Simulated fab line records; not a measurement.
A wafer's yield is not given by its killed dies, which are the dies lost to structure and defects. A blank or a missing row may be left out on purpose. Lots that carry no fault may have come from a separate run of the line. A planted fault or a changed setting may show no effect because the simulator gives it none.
2 desks, one fault -- flow gf180mcu -- what lay behind the numbers comes last; until then each desk has only its own

== AT THE METROLOGY DESK ==
Means of the sampled wafers that have a number, per lot and without regard to the tool the lot ran on: this is what the gauges read. A lot is out of limits, marked OUT, if its mean lies more than 4 standard deviations from the usual mean; the brackets give that distance.
Columns: A = V1_CVD_02_THK at GF_V1_THK_MEAS_03, usual 852 nm
lot,first seen here,A
L422,day 17 04:02,839
L424,day 18 00:25,853
L425,day 18 03:06,869
L426,day 18 18:25,855
L427,day 19 02:17,843
L428,day 19 11:34,865
L430,day 20 11:22,839
L433,day 21 11:19,852
L435,day 21 23:56,855
L436,day 22 04:54,838
L437,day 23 01:34,857
L440,day 23 18:46,835
L445,day 25 05:04,858
This desk's verdict: no lot among the 13 shows anything out of limits.

== DESK OF THE TOOL OWNER: litho track-04 ==
The tool's own readings at GF_V1_DEVELOP_13 (develop time 60 s): means of the sampled wafers that have a number, for each lot that ran on this tool. A lot is out of limits, marked OUT, if its mean lies more than 4 standard deviations from the usual mean; the brackets give that distance.
Columns: A = developer temp C at GF_V1_DEVELOP_13, usual 21.03 C
lot,first seen here,A
L422,day 18 03:25,21.06
L428,day 20 11:38,21.13
L433,day 22 11:19,21.02
L436,day 23 04:07,20.20 (-7.5) OUT
L437,day 24 00:05,20.28 (-6.8) OUT
Finding of this desk: L436, L437 out of limits; the first was L436 at day 23 04:07, on developer temp C at GF_V1_DEVELOP_13. L422, L428, L433 stayed within limits.

== TAKEN TOGETHER ==
On L436, L437, at day 23 04:07, an alarm was possible from the tool owner's desk.
From the metrology desk's view, nothing was out of limits.
The metrology desk has L436, L437 on record, within its limits.
The lots listed all ran GF_V1_DEVELOP_13 on litho track-04.

== WHAT THE SIMULATOR HAD PUT IN ==
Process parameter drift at GF_V1_DEVELOP_13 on litho track-04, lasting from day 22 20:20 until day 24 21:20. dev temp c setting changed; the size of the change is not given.
Shown lots that were struck: L436, L437.
How many hours passed from the start of the fault until each desk's first out-of-limits reading: the tool owner's desk, 8.
